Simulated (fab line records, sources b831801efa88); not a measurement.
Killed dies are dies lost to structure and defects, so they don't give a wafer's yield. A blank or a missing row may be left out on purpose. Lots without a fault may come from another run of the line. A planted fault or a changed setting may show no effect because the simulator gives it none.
Split-lot experiment | flow sky130 | 5 lots, 23 wafers read, on a route of 708 steps

THE SPLIT
At SKY_GATE_OXIDE_COAT_05 (resist thk 1140 nm), the setting resist_thk_nm was moved away from the recipe's 1140 nm on 8 of the 23 wafers read, by +1.8% to +4.8%. The other wafers ran this setting at the recipe's value.

The reading is taken at the split's own step.

THE READING
NOVOLAK_of_GATE_OXIDE_COAT_05.thk_nm (the simulator's own value, which no gauge read), in nm, at SKY_GATE_OXIDE_COAT_05 (resist thk 1140 nm). The file gives no usual value for it. The 15 wafers here that ran the recipe average 1139 nm, standard deviation 3.8 nm.

wafer  | tool, chamber at the split | resist_thk_nm as run, nm | against the recipe | NOVOLAK_of_GATE_OXIDE_COAT_05.thk_nm, nm | against lot-mates on the recipe
L074.1 | litho_track-03, 0          | 1140                     | recipe             | 1142                                     | -
L074.2 | litho_track-03, 0          | 1140                     | recipe             | 1141                                     | -
L074.3 | litho_track-03, 0          | 1140                     | recipe             | 1141                                     | -
L074.4 | litho_track-03, 0          | 1140                     | recipe             | 1137                                     | -
L074.6 | litho_track-03, 0          | 1140                     | recipe             | 1140                                     | -
L077.1 | litho_track-02, 0          | 1140                     | recipe             | 1145                                     | -
L077.2 | litho_track-02, 0          | 1195                     | +4.8%              | 1197                                     | +54
L077.3 | litho_track-02, 0          | 1140                     | recipe             | 1141                                     | -
L077.4 | litho_track-02, 0          | 1195                     | +4.8%              | 1196                                     | +53
L077.5 | litho_track-02, 0          | 1195                     | +4.8%              | 1195                                     | +52
L079.1 | litho_track-03, 0          | 1140                     | recipe             | 1133                                     | -
L079.4 | litho_track-03, 0          | 1140                     | recipe             | 1136                                     | -
L079.5 | litho_track-03, 0          | 1140                     | recipe             | 1130                                     | -
L080.1 | litho_track-03, 0          | 1140                     | recipe             | 1139                                     | -
L080.2 | litho_track-03, 0          | 1140                     | recipe             | 1140                                     | -
L080.4 | litho_track-03, 0          | 1161                     | +1.8%              | 1163                                     | +24
L080.5 | litho_track-03, 0          | 1140                     | recipe             | 1138                                     | -
L080.6 | litho_track-03, 0          | 1161                     | +1.8%              | 1165                                     | +26
L085.1 | litho_track-03, 0          | 1140                     | recipe             | 1143                                     | -
L085.2 | litho_track-03, 0          | 1140                     | recipe             | 1143                                     | -
L085.3 | litho_track-03, 0          | 1168                     | +2.5%              | 1172                                     | +29
L085.4 | litho_track-03, 0          | 1168                     | +2.5%              | 1172                                     | +29
L085.6 | litho_track-03, 0          | 1168                     | +2.5%              | 1174                                     | +31

THE FIT
A straight line over all 23 wafers: NOVOLAK_of_GATE_OXIDE_COAT_05.thk_nm changes by +12.1 nm for each +1% of resist_thk_nm; r = +0.99; the points scatter about the line by 3.7 nm.
The same after taking each lot's own level away (the mean of its wafers on the recipe; 23 wafers): +11.3 nm for each +1%; r = +0.99; scatter 2.2 nm.
On that fit, the largest move of resist_thk_nm shifts the reading by 54 nm.
The lots' own levels span 1133.0 to 1143.0 nm, that is 2.6 times the standard deviation above.
So the lot-to-lot level changes the slope little: the two slopes agree.
Check: with one of the wafers moved furthest among these (+4.8%) left out of the fit, the line predicts +55 nm for it against its lot-mates. It came out at +54 nm against them.

OTHER SPLITS ON THESE WAFERS
These wafers also went through other splits before the reading. Each is held against what the fit with the lots' levels taken away leaves over:
other split on the same wafers             | wafers away from the commonest value | r with NOVOLAK_of_GATE_OXIDE_COAT_05.thk_nm (lot level and that fit taken away)
SKY_VT_ADJUST_PCH_IMPLANT_08 energy_kev    | 11                                   | +0.29
SKY_SONOS_TUNNEL_DEVELOP_06 develop_time_s | 11                                   | -0.03
SKY_SONOS_ONO_CVD_02 time_s                | 10                                   | +0.15
SKY_SONOS_ONO_EXPOSE_10 dose_mj            | 5                                    | +0.04
SKY_SONOS_ONO_DEVELOP_12 develop_time_s    | 2                                    | -0.26

THE WHOLE CHAIN: every reading that the file lists as answering this split, in the file's order
step                    | what it does       | reading                                                                               | change (the file's fit)              | r (the file's)
SKY_GATE_OXIDE_COAT_05  | resist thk 1140 nm | NOVOLAK_of_GATE_OXIDE_COAT_05.thk_nm (the simulator's own value, which no gauge read) | +11.4 nm for each +1% of the setting | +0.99
SKY_GATE_OXIDE_STRIP_13 | strips in O2/N2    | strip_time_to_endpoint_s                                                              | withheld for each +1% of the setting | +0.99

THE FILE'S OWN FIT
NOVOLAK_of_GATE_OXIDE_COAT_05.thk_nm changes by +11.4 nm for each +1% of resist_thk_nm, r = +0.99.
